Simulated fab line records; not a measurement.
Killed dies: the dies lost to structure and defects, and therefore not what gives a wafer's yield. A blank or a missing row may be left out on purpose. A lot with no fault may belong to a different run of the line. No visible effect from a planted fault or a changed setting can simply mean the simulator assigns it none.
Matching of chambers	flow gf180mcu	cmp-02 running GF_V5_CMP_04: 4 sister chambers
The step polishes SiO2. 8 wafers are shown with their chamber, then 9 later ones without.

WAFERS, EACH WITH ITS CHAMBER
wafer	chamber	motorCurrentA (A)	slurryFlowMlMin
L076.5	0	13.4	149.3
L083.2	1	14.2	150.2
L083.4	0	14.3	149.0
L085.1	1	14.6	149.7
L085.5	3	12.5	151.0
L092.1	2	11.5	149.8
L092.3	3	13.2	149.8
L092.5	2	10.8	150.3

WAFERS WITH NO CHAMBER GIVEN
wafer	motorCurrentA (A)	slurryFlowMlMin
L093.3	13.6	149.3
L093.4	12.7	150.0
L093.6	15.5	149.5
L095.1	13.2	150.8
L095.4	14.8	150.6
L095.5	11.4	150.1
L096.1	12.8	150.6
L096.2	14.8	149.8
L096.3	11.0	150.7

CHAMBER TAKEN BY EACH
wafer	from the rows above	in truth
L093.3	can't be placed: 0 or 1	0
L093.4	3	3
L093.6	can't be placed: 1 or 0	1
L095.1	can't be placed: 3 or 1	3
L095.4	can't be placed: 1 or 0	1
L095.5	2	2
L096.1	3	3
L096.2	can't be placed: 1 or 0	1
L096.3	2	2
Correct placement for 4 of the 9. Unplaceable from these rows: 5, with the true chamber sitting among the candidates in 5. 0 placed wrongly.
How it was worked out, from the rows above alone: a wafer's distance from a chamber is the root of the sum, over the readings, of the square of ((its reading less the chamber's mean) divided by the reading's scatter). If the next closest chamber is less than 2 further off than the closest, the wafer can't be placed; otherwise it belongs to the closest. For every chamber, the mean is computed from those of its wafers that are shown. How the scatter is found: for the shown wafers, subtract from each reading the mean of its chamber, square and add these, divide the total by (wafers less chambers), then take the root.
